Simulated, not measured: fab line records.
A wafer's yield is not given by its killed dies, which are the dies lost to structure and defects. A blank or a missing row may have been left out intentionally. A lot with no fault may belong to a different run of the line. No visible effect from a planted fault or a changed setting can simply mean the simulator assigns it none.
2 desks looking at one fault || flow sky130 || each desk holds nothing but its own numbers, with what lay behind them at the end

THE METROLOGY DESK
What the gauges read, lot by lot, whatever tool the lot ran on: means of the sampled wafers that have a number. Any lot whose mean is over 4 standard deviations away from the usual mean is out of limits and marked OUT; that distance is given in the brackets.
Columns: A = POLY_CUT_OVL at SKY_POLY_CUT_OVL_MEAS_09, usual -1 nm; B = cdNm at SKY_VIA1_CD_MEAS_12, usual 149.6 nm
{"lot": "L314", "first seen here": "day 25 01:32", "A": 1, "B": 148.9}
{"lot": "L315", "first seen here": "day 25 07:38", "A": -5, "B": 151.7}
{"lot": "L318", "first seen here": "day 26 04:01", "A": 1, "B": 149.9}
{"lot": "L323", "first seen here": "day 28 13:20", "A": -7, "B": 153.0}
{"lot": "L325", "first seen here": "day 28 19:56", "A": -5, "B": 151.1}
{"lot": "L328", "first seen here": "day 30 20:44", "A": -8, "B": 151.1}
{"lot": "L329", "first seen here": "day 30 21:45", "A": 0, "B": 150.6}
{"lot": "L330", "first seen here": "day 31 14:13", "A": 2, "B": 149.4}
{"lot": "L331", "first seen here": "day 31 18:47", "A": -4, "B": 149.2}
{"lot": "L332", "first seen here": "day 32 00:51", "A": -1, "B": 148.4}
{"lot": "L333", "first seen here": "day 32 04:59", "A": -2, "B": 149.3}
{"lot": "L335", "first seen here": "day 32 10:07", "A": -6, "B": 150.4}
{"lot": "L334", "first seen here": "day 32 12:23", "A": -1, "B": 150.1}
{"lot": "L336", "first seen here": "day 32 16:07", "A": -3, "B": 149.0}
This desk's verdict: no lot among the 14 shows anything out of limits.

TOOL OWNER'S DESK, ilineStepper-02
The tool's own readings at SKY_SD_N_EXPOSE_04 (exposes mask NSDM, target cd 380 nm): means of the sampled wafers that have a number, for each lot that ran on this tool. Any lot whose mean is over 4 standard deviations away from the usual mean is out of limits and marked OUT; that distance is given in the brackets.
Columns: A = exposureDoseMJCm2 at SKY_SD_N_EXPOSE_04, usual 140.93; B = focusOffsetNm at SKY_SD_N_EXPOSE_04, usual 0.2 nm
{"lot": "L328", "first seen here": "day 33 16:23", "A": 141.04, "B": 1.1}
{"lot": "L329", "first seen here": "day 33 18:21", "A": 141.09, "B": 0.5}
{"lot": "L332", "first seen here": "day 34 20:56", "A": 140.96, "B": 0.3}
{"lot": "L335", "first seen here": "day 35 04:32", "A": 140.82, "B": 0.0}
{"lot": "L334", "first seen here": "day 35 07:58", "A": 140.69, "B": 0.3}
This desk's verdict: no lot among the 5 shows anything out of limits.

ALL TOGETHER
The metrology desk saw nothing out of limits.
Nothing out of limits was seen by the tool owner's desk.

WHAT THE SIMULATOR HAD PUT IN
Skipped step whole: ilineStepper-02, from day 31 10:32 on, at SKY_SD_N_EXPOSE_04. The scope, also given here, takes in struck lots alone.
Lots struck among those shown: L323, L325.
